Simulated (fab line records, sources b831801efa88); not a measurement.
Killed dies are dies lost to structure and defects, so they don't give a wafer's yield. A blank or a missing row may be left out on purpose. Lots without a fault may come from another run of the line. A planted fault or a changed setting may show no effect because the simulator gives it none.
fab line records | flow sky130
record lots=7 wafers=21 last_day=49
route steps=708 shown NWELL@77 PWDE@84 VT_ADJUST_HVTP@85 PAD_OPEN@708
lots that met no fault: from a run of the same line without faults
start_h: hours from the record's first day to the start of the lot's first wafer shown | wait_h: hours since the lot's step before | " the same as in the row above | L1.1+2: a row that stands for several wafers | - no value, or no start given | * or withheld: withheld | < > ~ a bound
route shown NAME@n: a module of which the file shows steps, and the number in the route of the first | usual: mean/standard deviation of fault-free wafers | same: alike in all rows | chamber/n: place in a boat | sites: the reading at each site | _std_site: their standard deviation | _edge_site: outer sites' mean less inner sites' | radius_mm: how far each site lies from the wafer's centre | mask NAME#n: copy n | behind: the tool/chamber that last shaped the wafer | hold: why the lot was held/for how many hours/how that ended | device: the transistor (n, p or np) that didn't switch | end of line: the same wafers' tests at the end of the route | a step without rows: its recipe alone | killed: dies lost to structure and defects at the first sort, not the wafer's yield | map: a wafer's dies, x killed, . not, _ none there
set.NAME: the setting as run; set.NAME@STEP: as run at that earlier step | model.NAME: the simulator's own value behind a step, which no gauge read
lots at some steps of the route; a table a step, a row a wafer
services: from which hour (start_h, from the record's first day; less than 0 if before it) a tool's chamber was out of use, for how many hours, and why
## steps
# step SKY_NWELL_IMPLANT_24
# recipe species=B energy_kev=140 dose_cm2=9.2e+12 tilt_deg=withheld
# step SKY_NWELL_STRIP_25
# recipe chemistry=O2/N2 power_w=1400 pressure_mtorr=1500 platen_temp_c=withheld o2_flow_sccm=3000 n2_flow_sccm=300 overash_fraction=0.5
# usual drypump_motor_current_A=5.68/0.26 oes_product_au=0.723/0.0043 strip_time_to_endpoint_s=36.86/0.095
# columns lot.wafer tool chamber start_h wait_h drypump_motor_current_A oes_product_au rf_hours_counter_h strip_time_to_endpoint_s
L946.1 plasma_asher-04 0 135.08 0.1 5.83 0.726 2 36.74
L946.2 " 1 " " 5.55 0.717 2 36.84
L946.5 " 1 " " 5.53 0.721 - 36.74
L948.1 plasma_asher-03 1 148.71 0.1 5.71 0.716 29 37.01
L948.2 " 0 " " 5.71 0.727 29 36.89
L948.5 " 1 " " 5.70 0.721 - 36.96
L950.3 plasma_asher-04 1 159.15 0.1 5.52 0.719 - 36.94
L950.5 " 1 " " 5.53 0.720 - 36.83
L950.6 " 0 " " 5.82 0.719 - 36.80
L952.2 plasma_asher-03 0 167.11 0.1 5.69 0.721 30 36.67
L952.3 " 1 " " 5.68 0.728 - 36.68
L952.5 " 1 " " 5.64 0.722 - 36.70
L953.1 plasma_asher-04 1 175.28 0.1 5.54 0.724 6 36.82
L953.2 " 0 " " 5.80 0.712 6 36.87
L953.5 " 1 " " 5.52 0.718 - 36.94
L955.1 plasma_asher-03 0 191.48 0.1 5.71 0.721 32 36.81
L955.3 " 1 " " 5.75 0.717 - 36.79
L955.5 " 0 " " 5.68 0.718 - 36.87
L957.1 plasma_asher-04 1 201.73 0.1 5.53 0.723 8 36.82
L957.2 " 0 " " 5.84 0.723 8 36.85
L957.4 " 1 " " 5.51 0.726 - 36.82
# step SKY_NWELL_TW_MEAS_26
# usual NWELL_2_TW=502/5.4
# columns lot.wafer tool chamber start_h wait_h NWELL_2_TW
L946.1 film_metro-02 - 135.18 0.1 502
L946.2 " - " " 497
L946.5 " - " " 500
L948.1 film_metro-02 - 148.81 0.1 500
L948.2 " - " " 499
L948.5 " - " " 501
L950.3 film_metro-02 - 159.23 0.1 496
L950.5 " - " " 500
L950.6 " - " " 500
L952.2 film_metro-01 - 167.22 0.1 499
L952.3 " - " " 499
L952.5 " - " " 501
L953.1 film_metro-01 - 175.38 0.1 504
L953.2 " - " " 500
L953.5 " - " " 501
L955.1 film_metro-04 - 191.58 0.1 508
L955.3 " - " " 508
L955.5 " - " " 510
L957.1 film_metro-04 - 201.83 0.1 504
L957.2 " - " " 508
L957.4 " - " " 508
# step SKY_NWELL_CLEAN_27
# recipe chemistry=SC1/SC2 mix=1:4:20 temp_c=70 time_s=150 dry=n2_spin
# step SKY_NWELL_RTA_28
# recipe temp_c=1050 time_s=30 idle_temp_c=650 ramp_up_c_per_s=150 ramp_down_c_per_s=90 ambient=N2
# usual chamber_o2_ppm=2.000/0.02 lamp_power_pct=25.30/0.055 wafer_temp_C_max=1054.7/0.93
# columns lot.wafer tool chamber start_h wait_h chamber_o2_ppm lamp_power_pct wafer_temp_C_max
L946.1 rtp_anneal-01 0 135.29 0.0 2.009 25.30 1053.0
L946.2 " 0 " " 2.015 25.25 1054.1
L946.5 " 0 " " 1.987 25.25 1056.1
L948.1 rtp_anneal-01 0 148.92 0.0 1.985 25.27 1055.0
L948.2 " 0 " " 1.990 25.24 1054.2
L948.5 " 0 " " 1.958 25.35 1055.5
L950.3 rtp_anneal-02 0 159.36 0.0 2.010 25.34 1054.2
L950.5 " 0 " " 1.990 25.28 1054.3
L950.6 " 0 " " 2.014 25.32 1053.0
L952.2 rtp_anneal-02 0 167.33 0.0 2.017 25.22 1053.3
L952.3 " 0 " " 1.963 25.38 1055.7
L952.5 " 0 " " 1.992 25.26 1054.5
L953.1 rtp_anneal-02 0 175.49 0.0 1.987 25.25 1054.1
L953.2 " 0 " " 2.028 25.30 1054.3
L953.5 " 0 " " 2.007 25.35 1054.8
L955.1 rtp_anneal-01 0 191.70 0.0 1.997 25.32 1054.0
L955.3 " 0 " " 1.969 25.24 1054.4
L955.5 " 0 " " 1.966 25.25 1053.3
L957.1 rtp_anneal-01 0 201.95 0.0 1.993 25.31 1054.7
L957.2 " 0 " " 2.014 25.34 1057.5
L957.4 " 0 " " 2.009 25.35 1055.7
# step SKY_NWELL_RS_MEAS_29
# recipe thk_meas_gauge=four-point-probe
# usual NWELL_RS=623.5/1.6
# columns lot.wafer tool chamber start_h wait_h NWELL_RS[ohm/sq]
L946.1 film_metro-04 - 135.39 0.1 621.1
L946.2 " - " " 622.2
L946.5 " - " " 624.2
L948.1 film_metro-04 - 149.02 0.1 622.6
L948.2 " - " " 624.3
L948.5 " - " " 622.3
L950.3 film_metro-04 - 159.46 0.1 622.0
L950.5 " - " " 621.0
L950.6 " - " " 621.7
L952.2 film_metro-04 - 167.44 0.1 624.9
L952.3 " - " " 623.0
L952.5 " - " " 625.0
L953.1 film_metro-04 - 175.59 0.1 626.3
L953.2 " - " " 625.1
L953.5 " - " " 625.5
L955.1 film_metro-04 - 191.80 0.1 624.4
L955.3 " - " " 622.0
L955.5 " - " " 623.3
L957.1 film_metro-01 - 202.05 0.1 622.8
L957.2 " - " " 625.0
L957.4 " - " " 624.8
# step SKY_NWELL_RS_MEAS_31
# recipe thk_meas_gauge=four-point-probe
# usual PWDE_RS=5278/16
# columns lot.wafer tool chamber start_h wait_h PWDE_RS[ohm/sq]
L946.1 film_metro-04 - 135.63 0.1 5281
L946.2 " - " " 5291
L946.5 " - " " 5275
L948.1 film_metro-04 - 149.26 0.1 5277
L948.2 " - " " 5249
L948.5 " - " " 5267
L950.3 film_metro-04 - 159.70 0.1 5271
L950.5 " - " " 5274
L950.6 " - " " 5263
L952.2 film_metro-04 - 167.68 0.1 5283
L952.3 " - " " 5282
L952.5 " - " " 5288
L953.1 film_metro-04 - 175.83 0.1 5259
L953.2 " - " " 5250
L953.5 " - " " 5251
L955.1 film_metro-04 - 192.04 0.1 5260
L955.3 " - " " 5264
L955.5 " - " " 5253
L957.1 film_metro-01 - 202.29 0.1 5298
L957.2 " - " " 5272
L957.4 " - " " 5286
# step SKY_VT_ADJUST_HVTP_DEHYDRATE_00
# recipe temp_c=200 time_s=60
# step SKY_VT_ADJUST_HVTP_HMDS_01
# recipe prime_time_s=60 prime_temp_c=120
# step SKY_VT_ADJUST_HVTP_COAT_02
# recipe resist=NOVOLAK spin_rpm=3000 resist_thk_nm=1140
# step SKY_VT_ADJUST_HVTP_SOFTBAKE_03
# recipe temp_c=90 time_s=60 resist=NOVOLAK
# step SKY_VT_ADJUST_HVTP_EXPOSE_04
# recipe mask_id=HVTPM na=0.6 source_shape=conventional sigma_outer=0.6 polarization=unpolarized target_cd_nm=380 dose_mj=140
# usual exposure_dose_mJ_cm2=139.77/0.18
# columns lot.wafer tool chamber start_h wait_h mask exposure_dose_mJ_cm2
L946.1 iline_stepper-01 0 145.16 - HVTPM#0 139.64
L946.2 " 0 " " HVTPM#0 139.68
L946.5 " 0 " " HVTPM#0 139.55
L948.1 iline_stepper-02 0 158.97 - HVTPM#0 139.97
L948.2 " 0 " " HVTPM#0 140.01
L948.5 " 0 " " HVTPM#0 139.91
L950.3 iline_stepper-02 0 169.31 - HVTPM#0 139.82
L950.5 " 0 " " HVTPM#0 139.97
L950.6 " 0 " " HVTPM#0 139.97
L952.2 iline_stepper-01 0 178.14 - HVTPM#0 136.72
L952.3 " 0 " " HVTPM#0 136.61
L952.5 " 0 " " HVTPM#0 136.80
L953.1 iline_stepper-01 0 186.26 - HVTPM#0 136.80
L953.2 " 0 " " HVTPM#0 136.71
L953.5 " 0 " " HVTPM#0 136.82
L955.1 iline_stepper-01 0 203.05 - HVTPM#0 137.93
L955.3 " 0 " " HVTPM#0 138.00
L955.5 " 0 " " HVTPM#0 138.05
L957.1 iline_stepper-02 0 213.25 - HVTPM#0 140.03
L957.2 " 0 " " HVTPM#0 139.82
L957.4 " 0 " " HVTPM#0 139.77
# step SKY_VT_ADJUST_HVTP_PEB_05
# recipe temp_c=withheld time_s=* resist=NOVOLAK
# step SKY_PAD_OPEN_PROBE_99
# usual killed_at_M0_to_M3=44/7.5 killed_at_M4_up=3.1/1.7 killed_at_contacts=24/6.2 killed_at_front_end=15/4.2 killed_at_other=0.4/0.58 killed_dies=85/10 killed_open=47/7.7 killed_short=38/6.4
# same gross_dies=492 killed_at_back_side=0
# columns lot.wafer tool chamber start_h wait_h killed_at_M0_to_M3 killed_at_M4_up killed_at_contacts killed_at_front_end killed_at_other killed_dies killed_open killed_short
L946.1 prober-02 - 1103.62 0.1 61 0 23 11 0 95 41 54
L946.2 prober-02 - 1103.67 0.1 39 2 20 18 0 79 43 36
L946.5 prober-02 - 1103.82 0.2 46 1 21 20 0 88 52 36
L948.1 prober-01 - 1123.48 0.1 51 1 19 19 0 90 49 39
L948.2 prober-01 - 1123.53 0.1 39 2 19 20 1 81 45 35
L948.5 prober-01 - 1123.68 0.2 56 2 20 18 0 96 52 43
L950.3 prober-02 - 1130.00 0.2 48 5 30 13 0 96 53 43
L950.5 prober-02 - 1130.10 0.2 39 5 25 14 0 83 51 31
L950.6 prober-02 - 1130.15 0.2 41 6 26 11 2 86 44 42
L952.2 prober-01 - 1137.88 0.1 41 2 36 13 1 93 56 37
L952.3 prober-01 - 1137.93 0.2 46 4 39 25 0 114 60 54
L952.5 prober-01 - 1138.03 0.2 32 5 38 16 1 92 50 42
L953.1 prober-01 - 1142.52 0.1 33 6 23 6 0 68 37 31
L953.2 prober-01 - 1142.57 0.1 34 3 25 12 0 74 42 31
L953.5 prober-01 - 1142.72 0.2 37 8 15 15 0 75 45 29
L955.1 prober-01 - 1162.09 0.1 45 3 21 14 0 83 45 36
L955.3 prober-01 - 1162.19 0.2 43 1 33 17 1 95 47 46
L955.5 prober-01 - 1162.29 0.2 52 2 27 14 0 95 56 37
L957.1 prober-01 - 1167.59 0.1 46 5 18 9 0 78 43 35
L957.2 prober-01 - 1167.64 0.1 59 0 17 9 0 85 38 47
L957.4 prober-01 - 1167.74 0.2 34 4 28 16 0 82 46 36
# killed by level:class
L946.1 METAL1:geometric_particle:short=10 LI_CONTACT:geometric_particle:open=10 VIA1:geometric_particle:open=8 VIA1:geometric_particle:short=8 METAL2:geometric_particle:short=8 VIA3:geometric_particle:short=7 VIA3:geometric_particle:open=7 CONTACT:geometric_particle:short=6
L946.2 VIA3:geometric_particle:open=10 VIA1:geometric_particle:open=7 VIA2:geometric_particle:open=6 CONTACT:geometric_particle:open=6 LOCAL_INTERCONNECT:geometric_particle:short=6 CONTACT:geometric_particle:short=5 FIELD_ISO:geometric_particle:open=4 SPACER:geometric_particle:short=4
L946.5 VIA2:geometric_particle:open=10 CONTACT:geometric_particle:open=9 LI_CONTACT:geometric_particle:open=7 METAL1:geometric_particle:short=7 VIA1:geometric_particle:short=7 VIA1:geometric_particle:open=6 FIELD_ISO:geometric_particle:short=5 FIELD_ISO:geometric_particle:open=4
L948.1 VIA1:geometric_particle:open=15 METAL2:geometric_particle:short=12 LI_CONTACT:geometric_particle:open=9 CONTACT:geometric_particle:open=8 POLY_GATE:geometric_particle:short=6 VIA2:geometric_particle:open=6 SPACER:geometric_particle:short=4 METAL1:geometric_particle:open=4
L948.2 VIA1:geometric_particle:open=8 VIA2:geometric_particle:open=7 POLY_GATE:geometric_particle:open=5 CONTACT:geometric_particle:open=5 METAL1:geometric_particle:short=5 VIA1:geometric_particle:short=5 FIELD_ISO:geometric_particle:open=4 POLY_GATE:geometric_particle:short=4
L948.5 VIA1:geometric_particle:open=13 VIA1:geometric_particle:short=11 POLY_GATE:geometric_particle:open=7 VIA3:geometric_particle:open=7 LI_CONTACT:geometric_particle:open=6 METAL2:geometric_particle:short=6 VIA2:geometric_particle:open=6 LOCAL_INTERCONNECT:geometric_particle:short=5
L950.3 VIA1:geometric_particle:open=15 CONTACT:geometric_particle:open=14 LOCAL_INTERCONNECT:geometric_particle:short=8 METAL1:geometric_particle:short=8 VIA3:geometric_particle:open=8 VIA1:geometric_particle:short=6 METAL4:geometric_particle:short=5 POLY_GATE:geometric_particle:open=4
L950.5 VIA1:geometric_particle:open=10 LI_CONTACT:geometric_particle:open=8 CONTACT:geometric_particle:open=7 CONTACT:geometric_particle:short=5 VIA3:geometric_particle:short=5 VIA2:geometric_particle:open=5 VIA3:geometric_particle:open=5 VIA1:geometric_particle:short=4
L950.6 VIA1:geometric_particle:open=11 CONTACT:geometric_particle:open=9 LOCAL_INTERCONNECT:geometric_particle:short=6 CONTACT:geometric_particle:short=6 METAL2:geometric_particle:short=6 VIA2:geometric_particle:short=5 VIA3:geometric_particle:open=4 POLY_GATE:geometric_particle:open=3
L952.2 CONTACT:geometric_particle:open=14 VIA1:geometric_particle:open=10 LI_CONTACT:geometric_particle:open=10 VIA1:geometric_particle:short=7 VIA3:geometric_particle:open=6 LI_CONTACT:geometric_particle:short=5 METAL2:geometric_particle:short=4 POLY_GATE:geometric_particle:open=4
L952.3 CONTACT:geometric_particle:open=11 FIELD_ISO:geometric_particle:short=10 LI_CONTACT:geometric_particle:open=10 CONTACT:geometric_particle:short=9 METAL1:geometric_particle:short=8 VIA3:geometric_particle:open=8 VIA1:geometric_particle:open=7 VIA2:geometric_particle:open=7
L952.5 LI_CONTACT:geometric_particle:open=11 CONTACT:geometric_particle:open=10 VIA1:geometric_particle:open=8 CONTACT:geometric_particle:short=5 METAL4:geometric_particle:short=5 FIELD_ISO:geometric_particle:open=4 POLY_GATE:geometric_particle:open=4 LI_CONTACT:geometric_particle:short=4
L953.1 VIA1:geometric_particle:open=13 CONTACT:geometric_particle:open=8 LI_CONTACT:geometric_particle:open=6 METAL1:geometric_particle:short=5 LOCAL_INTERCONNECT:geometric_particle:short=4 VIA2:geometric_particle:open=4 METAL4:geometric_particle:short=4 POLY_GATE:geometric_particle:short=3
L953.2 VIA1:geometric_particle:open=13 LI_CONTACT:geometric_particle:open=12 METAL1:geometric_particle:short=7 CONTACT:geometric_particle:open=6 METAL2:geometric_particle:short=4 CONTACT:geometric_particle:short=4 VIA1:geometric_particle:short=3 FIELD_ISO:geometric_particle:open=2
L953.5 VIA1:geometric_particle:open=7 CONTACT:geometric_particle:open=6 METAL1:geometric_particle:short=6 VIA2:geometric_particle:open=6 METAL4:geometric_particle:short=5 VIA3:geometric_particle:open=5 FIELD_ISO:geometric_particle:open=4 LI_CONTACT:geometric_particle:open=4
L955.1 VIA1:geometric_particle:open=14 CONTACT:geometric_particle:open=7 METAL2:geometric_particle:short=7 CONTACT:geometric_particle:short=5 VIA3:geometric_particle:open=5 VIA2:geometric_particle:short=5 FIELD_ISO:geometric_particle:open=4 LI_CONTACT:geometric_particle:open=4
L955.3 CONTACT:geometric_particle:open=10 LOCAL_INTERCONNECT:geometric_particle:short=10 METAL2:geometric_particle:short=8 VIA3:geometric_particle:open=8 VIA2:geometric_particle:open=7 LI_CONTACT:geometric_particle:open=5 VIA1:geometric_particle:open=5 POLY_GATE:geometric_particle:open=4
L955.5 CONTACT:geometric_particle:open=13 VIA1:geometric_particle:open=12 METAL2:geometric_particle:short=9 LI_CONTACT:geometric_particle:open=7 VIA2:geometric_particle:open=7 VIA3:geometric_particle:open=7 VIA1:geometric_particle:short=5 FIELD_ISO:geometric_particle:open=4
L957.1 VIA1:geometric_particle:open=10 VIA3:geometric_particle:open=9 CONTACT:geometric_particle:open=8 METAL2:geometric_particle:short=7 VIA2:geometric_particle:open=5 METAL4:geometric_particle:short=5 LI_CONTACT:geometric_particle:open=4 CONTACT:geometric_particle:short=4
L957.2 VIA1:geometric_particle:open=9 CONTACT:geometric_particle:open=8 VIA1:geometric_particle:short=8 METAL1:geometric_particle:short=7 VIA2:geometric_particle:open=7 CONTACT:geometric_particle:short=6 METAL2:geometric_particle:short=6 METAL3:geometric_particle:short=6
L957.4 CONTACT:geometric_particle:open=13 VIA1:geometric_particle:open=10 METAL2:geometric_particle:short=8 POLY_GATE:geometric_particle:open=5 LOCAL_INTERCONNECT:geometric_particle:short=5 FIELD_ISO:geometric_particle:short=4 VIA2:geometric_particle:open=4 LI_CONTACT:geometric_particle:open=3
## services
# columns tool chamber start_h hours kind
iline_stepper-02 - 111.80 4.6 repair
plasma_asher-03 - 112.16 11.3 repair
plasma_asher-04 0 117.75 - clean
plasma_asher-04 1 117.75 - clean
rtp_anneal-01 - 126.12 1.5 repair
plasma_asher-03 - 128.24 2.5 repair
plasma_asher-03 - 138.45 2.4 repair
iline_stepper-02 - 173.69 1.7 pm
## key
first_sign step=SKY_VT_ADJUST_HVTP_EXPOSE_04 reading=exposure_dose_mJ_cm2 direction=down sigmas=15 usual=* struck=*
effect none on later readings
met_at SKY_VT_ADJUST_HVTP_EXPOSE_04
struck_wafers L952.2,L952.3,L952.5,L953.1,L953.2,L953.5,L955.1,L955.3,L955.5
tester_left_out L952,L953,L955
loop_trim step=SKY_VT_ADJUST_HVTP_EXPOSE_04 setting=dose lots=L955
onset_between 145.16 178.14
fault kind=process_parameter_drift tool=iline_stepper-01 chamber=- onset_h=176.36 steps=SKY_VT_ADJUST_HVTP_EXPOSE_04 channel=dose_mj offset=-2.8982 shape=step acts_in=these_recipes_only stated=140
# tester_left_out: of these lots the tester's yield and bins aren't shown, on N5 and GAA mostly nor the transistor test; their killed dies are dies lost to structure and defects alone, not to doping, threshold or leakage, so they don't give the yield
# loop_trim: a control loop set the setting to another value than it would have without faults
